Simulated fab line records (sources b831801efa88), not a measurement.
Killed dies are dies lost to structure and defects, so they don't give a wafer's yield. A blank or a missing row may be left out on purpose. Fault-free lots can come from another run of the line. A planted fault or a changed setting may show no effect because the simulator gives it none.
A struck lot beside a sound one | flow gf180mcu | 14 steps out of a route of 602
Sound: these wafers, L662.1, L662.3, L662.6. Wafers struck: L671.3, L671.4, L671.6. The cause comes at the end.
Each step with rows lists, per side, the tool, then ch with its chambers, then its first start. Under that, the readings that differ: sound wafers | struck wafers | difference of the means | sigmas: that difference in standard deviations of wafers without a fault.
alike: readings with means less than 2 such deviations apart, plus words and numbers identical on both sides. not compared: withheld readings, readings lacking a value on some wafer, bounds such as >300 that could conceal the same value, and numbers that have no deviation in the record and whose values overlap.
A row with sigmas, a row that says differs or no value, or rows on one side alone: a step with any of these is where the two part. Numbers that don't overlap but have no deviation are shown without sigmas and don't part them. A reading missing from all wafers of one side parts the sides only when that side holds two or more wafers.

first, 4 steps without rows for these wafers: GF_V1_SOFTBAKE_10 (time 60 s); GF_V1_EXPOSE_11 (exposes mask Via1, target cd 260 nm); GF_V1_PEB_12 (peb time 90 s); GF_V1_DEVELOP_13 (develop time 60 s).
GF_V1_CD_MEAS_14: target cd 260 nm.
  sound on cd-sem-01 at day 19 08:07; struck on cd-sem-01 at day 22 13:28
  alike: cd-nm
GF_V1_OVL_MEAS_15:
  sound on overlay-02 at day 19 08:14; struck on overlay-02 at day 22 13:34
  alike: V1_OVL
GF_V1_ETCH_16: etches BARC in N2/H2.
  sound on rie-diel-03 ch 0,2, day 19 08:16; struck on rie-diel-03 ch 0,3, day 22 13:35
  alike: drypump-motor-current-A, oes-product-au, throttle-valve-pct
GF_V1_ETCH_17: etches SiO2 in C4F8/O2/Ar, stops on TiN, target depth 630 nm.
  sound on rie-diel-03 ch 0,2; struck on rie-diel-03 ch 0,3
  alike: oes-product-au
GF_V1_STRIP_18: strips in O2/N2.
  sound on plasma-asher-03 ch 1, day 19 08:24; struck on plasma-asher-01 ch 0,1, day 22 13:45
  alike: drypump-motor-current-A, heater-power-w, oes-product-au
  not compared: rf-hours-counter-h
then, 2 steps without rows for these wafers: GF_V1_STRIP_19 (strips in post etch residue remover, time 1200 s); GF_V1_CLEAN_20 (cleans in DIW).
GF_V1_SPUTTER_21: material Ti, target thk 15 nm, time 80.02 s.
  sound on pvd-sputter-04 at day 19 08:56; struck on pvd-sputter-03 at day 22 14:35
  alike: cathode-dc-power-W, throttle-valve-pct
GF_V1_SPUTTER_22: material TiN, target thk 10 nm, time 40 s.
  sound on pvd-sputter-04 at day 19 08:59; struck on pvd-sputter-03 at day 22 14:39
  reading                                | sound                | struck               | difference | sigmas
  cathode-dc-power-W (W)                 | 3999.6 3999.5 3998.8 | 4273.5 4273.1 4272.7 | +273.8     | +99 or more
  model.TiN_of_V1_SPUTTER_22.thk-nm (nm) | 10.11 10.18 10.15    | 10.45 10.61 10.33    | +0.32      |
  alike: throttle-valve-pct
GF_V1_CVD_23: deposits W, target thk 350 nm, time 105.05 s.
  sound on cvd-w-02 ch 0,1, day 19 09:02; struck on cvd-w-02 ch 0,1, day 22 14:43
  alike: heater-power-w

== WHERE THEY PART ==
Only at GF_V1_SPUTTER_22, as far as this record shows. Later steps at which nothing parts them and some readings are alike: GF_V1_CVD_23.

WHY: what had been put in by the simulator
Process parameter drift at GF_V1_SPUTTER_22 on pvd-sputter-03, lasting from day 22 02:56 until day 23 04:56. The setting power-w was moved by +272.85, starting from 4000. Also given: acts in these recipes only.
